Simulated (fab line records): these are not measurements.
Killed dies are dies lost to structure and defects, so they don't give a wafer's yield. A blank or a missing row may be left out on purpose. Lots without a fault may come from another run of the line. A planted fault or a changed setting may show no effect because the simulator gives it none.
A lot that was struck, set against a sound lot    flow sky130    15 out of 708 route steps
Sound: wafers L558.1, L558.2, L558.4. Wafers L563.1, L563.2, L563.6 were the ones struck. The cause is given at the end.
Per side, at each step with rows, come the tool, then ch with its chambers, and then its first start. Under that, the readings that differ: sound wafers    struck wafers    difference of the means    sigmas: that difference in standard deviations of wafers without a fault.
alike: words and numbers the same on both sides, and readings whose means are apart by under 2 such deviations; not compared: readings that were withheld, readings missing a value for some wafer, numbers with overlapping values and no deviation given by the record, and bounds like >300 which may hide the same value.
A row with sigmas, a row that says differs or no value, or rows on one side alone: a step with any of these is where the two part. Numbers that have no deviation but don't overlap get no sigmas and don't part them. Lack of a reading on every wafer of one side parts them only where that side has two or more wafers.

SKY_POLY_GATE_CD_MEAS_22:
  sound on cd_sem-01, day 18 21:24; struck on cd_sem-02, day 20 09:14
  alike: cd_nm
then, 7 steps without rows for these wafers: SKY_LDD_N_DEHYDRATE_00 (time 60 s); SKY_LDD_N_HMDS_01 (prime time 60 s); SKY_LDD_N_COAT_02 (resist thk 300 nm); SKY_LDD_N_SOFTBAKE_03 (time 60 s); SKY_LDD_N_EXPOSE_04 (exposes mask NTM, target cd 840 nm); SKY_LDD_N_PEB_05; SKY_LDD_N_DEVELOP_06 (develop time 60 s).
SKY_LDD_N_OVL_MEAS_07:
  sound on overlay-02, day 20 04:35; struck on overlay-01, day 21 16:28
  alike: LDD_N_OVL
then, 3 steps without rows for these wafers: SKY_LDD_N_IMPLANT_08; SKY_LDD_N_IMPLANT_09; SKY_LDD_N_IMPLANT_10.
SKY_LDD_N_IMPLANT_11:
  sound on implanter-04 ch 0, day 20 05:04; struck on implanter-04 ch 0, day 21 16:58
reading             sound                          struck                         difference  sigmas
dose_ions_cm2       7.501e+13 7.519e+13 7.513e+13  6.178e+13 6.191e+13 6.189e+13  -1.325e+13  -99 or more
faraday_current_uA  425 429 413                    347 346 352                    -74         -9
  alike: beam_energy_keV, beam_on_s
next, for these wafers, 1 step has no rows: SKY_LDD_N_IMPLANT_12.
-- a jump in the record: the struck wafers' starts before and after are 27 days apart (it breaks off in module LDD_N and resumes in module PAD_OPEN, where the first step shown is number 708 of the route) --
SKY_PAD_OPEN_PROBE_99:
  sound on prober-02, day 47 11:59; struck on prober-02, day 48 10:55
reading                      sound              struck             difference  sigmas
model.etest.tip_n.rs_ohm_sq  439.8 441.8 442.3  446.5 447.7 449.2  +6.5        
  alike: killed_at_M0_to_M3, killed_at_M4_up, killed_at_contacts, killed_at_front_end, killed_at_other, killed_dies, killed_open, killed_short

== WHERE THEY PART ==
Only at SKY_LDD_N_IMPLANT_11, as far as this record shows. Later steps at which nothing parts them and some readings are alike: SKY_PAD_OPEN_PROBE_99.

WHY: what had been put in by the simulator
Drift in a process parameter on implanter-04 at SKY_LDD_N_IMPLANT_11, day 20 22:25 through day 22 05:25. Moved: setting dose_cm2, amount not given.
